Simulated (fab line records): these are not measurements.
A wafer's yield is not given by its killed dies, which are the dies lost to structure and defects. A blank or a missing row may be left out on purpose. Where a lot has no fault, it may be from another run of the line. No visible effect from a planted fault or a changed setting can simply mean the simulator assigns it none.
Which tool is to blame? || flow sfq-line || Sampling: 14 lots, 42 wafers, 3 of 325 route steps

## WHAT THE GAUGES SHOWED, per wafer
SFQ_M8_RS_MEAS_949: measures by four-point-probe. Usual: M8_AU_RS 0.1536 ohm/sq, standard deviation 0.0015.
{"lot": "L905", "measured": "day 81 10:53", "on": "film-metro-04", "M8_AU_RS (ohm/sq)": "0.1536 0.1542 0.1530", "flag": ""}
{"lot": "L906", "measured": "day 81 12:01", "on": "film-metro-04", "M8_AU_RS (ohm/sq)": "0.1519 0.1514 0.1537", "flag": ""}
{"lot": "L907", "measured": "day 83 16:29", "on": "film-metro-02", "M8_AU_RS (ohm/sq)": "0.1568 0.1556 0.1561", "flag": ""}
{"lot": "L908", "measured": "day 84 03:41", "on": "film-metro-02", "M8_AU_RS (ohm/sq)": "0.1566 0.1529 0.1547", "flag": ""}
{"lot": "L909", "measured": "day 84 15:31", "on": "film-metro-02", "M8_AU_RS (ohm/sq)": "0.1533 0.1530 0.1524", "flag": ""}
{"lot": "L910", "measured": "day 84 21:31", "on": "film-metro-02", "M8_AU_RS (ohm/sq)": "0.1541 0.1533 0.1530", "flag": ""}
{"lot": "L912", "measured": "day 85 03:29", "on": "film-metro-02", "M8_AU_RS (ohm/sq)": "0.1561 0.1529 0.1568", "flag": ""}
{"lot": "L917", "measured": "day 85 19:06", "on": "film-metro-04", "M8_AU_RS (ohm/sq)": "0.1557 0.1832 0.1559", "flag": "OFF"}
{"lot": "L918", "measured": "day 85 20:17", "on": "film-metro-04", "M8_AU_RS (ohm/sq)": "0.1515 0.1537 0.1519", "flag": ""}
{"lot": "L919", "measured": "day 86 01:07", "on": "film-metro-04", "M8_AU_RS (ohm/sq)": "0.1801 0.1802 0.1519", "flag": "OFF"}
{"lot": "L922", "measured": "day 86 14:17", "on": "film-metro-04", "M8_AU_RS (ohm/sq)": "0.1516 0.1525 0.1543", "flag": ""}
{"lot": "L924", "measured": "day 86 19:07", "on": "film-metro-02", "M8_AU_RS (ohm/sq)": "0.1514 0.1519 0.1524", "flag": ""}
{"lot": "L926", "measured": "day 87 04:42", "on": "film-metro-04", "M8_AU_RS (ohm/sq)": "0.1535 0.1542 0.1528", "flag": ""}
{"lot": "L928", "measured": "day 87 11:53", "on": "film-metro-03", "M8_AU_RS (ohm/sq)": "0.1549 0.1525 0.1547", "flag": ""}

SFQ_M8_THK_MEAS_950: measures by xrf. Usual: M8_AU_THK 180.0 nm, standard deviation 2.6.
{"lot": "L905", "measured": "day 81 10:58", "on": "film-metro-04", "M8_AU_THK (nm)": "182.5 181.5 183.0", "flag": ""}
{"lot": "L906", "measured": "day 81 12:08", "on": "film-metro-04", "M8_AU_THK (nm)": "184.0 185.3 182.1", "flag": ""}
{"lot": "L907", "measured": "day 83 16:37", "on": "film-metro-02", "M8_AU_THK (nm)": "176.6 177.3 176.9", "flag": ""}
{"lot": "L908", "measured": "day 84 03:48", "on": "film-metro-02", "M8_AU_THK (nm)": "176.3 180.4 178.8", "flag": ""}
{"lot": "L909", "measured": "day 84 15:37", "on": "film-metro-02", "M8_AU_THK (nm)": "180.0 180.2 180.3", "flag": ""}
{"lot": "L910", "measured": "day 84 21:37", "on": "film-metro-02", "M8_AU_THK (nm)": "178.7 180.2 180.1", "flag": ""}
{"lot": "L912", "measured": "day 85 03:36", "on": "film-metro-02", "M8_AU_THK (nm)": "175.0 179.1 174.5", "flag": ""}
{"lot": "L917", "measured": "day 85 19:13", "on": "film-metro-04", "M8_AU_THK (nm)": "179.2 152.3 179.6", "flag": "OFF"}
{"lot": "L918", "measured": "day 85 20:24", "on": "film-metro-04", "M8_AU_THK (nm)": "184.0 181.4 184.5", "flag": ""}
{"lot": "L919", "measured": "day 86 01:13", "on": "film-metro-04", "M8_AU_THK (nm)": "155.3 155.7 183.2", "flag": "OFF"}
{"lot": "L922", "measured": "day 86 14:24", "on": "film-metro-04", "M8_AU_THK (nm)": "184.6 183.1 181.1", "flag": ""}
{"lot": "L924", "measured": "day 86 19:13", "on": "film-metro-02", "M8_AU_THK (nm)": "181.9 180.9 180.5", "flag": ""}
{"lot": "L926", "measured": "day 87 04:49", "on": "film-metro-04", "M8_AU_THK (nm)": "182.4 180.2 182.2", "flag": ""}
{"lot": "L928", "measured": "day 87 12:00", "on": "film-metro-03", "M8_AU_THK (nm)": "176.4 179.9 177.0", "flag": ""}

## EACH LOT AND THE TOOL THAT RAN IT (in order: tool; ch and the chambers of the sampled wafers; start)
{"lot": "L905", "SFQ_TRILAYER_M8_DEP_EVAP_196": "pvd-sputter-02, day 81 10:18"}
{"lot": "L906", "SFQ_TRILAYER_M8_DEP_EVAP_196": "pvd-sputter-01, day 81 11:30"}
{"lot": "L907", "SFQ_TRILAYER_M8_DEP_EVAP_196": "pvd-sputter-02, day 83 15:56"}
{"lot": "L908", "SFQ_TRILAYER_M8_DEP_EVAP_196": "pvd-sputter-01, day 84 03:10"}
{"lot": "L909", "SFQ_TRILAYER_M8_DEP_EVAP_196": "pvd-sputter-02, day 84 14:58"}
{"lot": "L910", "SFQ_TRILAYER_M8_DEP_EVAP_196": "pvd-sputter-01, day 84 20:58"}
{"lot": "L912", "SFQ_TRILAYER_M8_DEP_EVAP_196": "pvd-sputter-01, day 85 02:58"}
{"lot": "L917", "SFQ_TRILAYER_M8_DEP_EVAP_196": "pvd-sputter-02, day 85 18:34"}
{"lot": "L918", "SFQ_TRILAYER_M8_DEP_EVAP_196": "pvd-sputter-01, day 85 19:46"}
{"lot": "L919", "SFQ_TRILAYER_M8_DEP_EVAP_196": "pvd-sputter-02, day 86 00:34"}
{"lot": "L922", "SFQ_TRILAYER_M8_DEP_EVAP_196": "pvd-sputter-01, day 86 13:46"}
{"lot": "L924", "SFQ_TRILAYER_M8_DEP_EVAP_196": "pvd-sputter-01, day 86 18:34"}
{"lot": "L926", "SFQ_TRILAYER_M8_DEP_EVAP_196": "pvd-sputter-01, day 87 04:10"}
{"lot": "L928", "SFQ_TRILAYER_M8_DEP_EVAP_196": "pvd-sputter-01, day 87 11:22"}
- SFQ_TRILAYER_M8_DEP_EVAP_196: material Au, target thk 180 nm, time 900 s.

## WHAT THE TOOLS THEMSELVES READ (means of the sampled wafers that have a number; where no wafer has one, the mark that the record gives instead)
The record holds no such reading with a usual standard deviation.

## THE ANSWER, worked out from the rows above alone
Rule: a lot is off if the mean of its wafers that have a number lies more than 3 standard deviations from the usual mean. A lot without any number at a reading at which 4 lots or more have one is off too. Where the step has rows for the other lots, those lots are counted as sound. First the gauges in route order, then the tools' own readings, where a lot's mean is used as printed above. The first step at which some lot is off is used, and at that step the reading that is off furthest; a lot without a number counts as furthest.
Off: L917, L919, at SFQ_M8_RS_MEAS_949 (M8_AU_RS).
If a tool, at a process step before that reading, ran all the lots that are off and no sound lot after the first of them, it fits. Those tools and the gauges at SFQ_M8_RS_MEAS_949 are tried in the same way. One fits: pvd-sputter-02 at SFQ_TRILAYER_M8_DEP_EVAP_196. Its last sound lot is L909 (day 84 14:58), its first lot that is off L917 (day 85 18:34): a fault that began between those two fits.

## WHAT HAD BEEN PUT IN BY THE SIMULATOR
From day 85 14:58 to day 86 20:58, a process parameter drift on pvd-sputter-02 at SFQ_TRILAYER_M8_DEP_EVAP_196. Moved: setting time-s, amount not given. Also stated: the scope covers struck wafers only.
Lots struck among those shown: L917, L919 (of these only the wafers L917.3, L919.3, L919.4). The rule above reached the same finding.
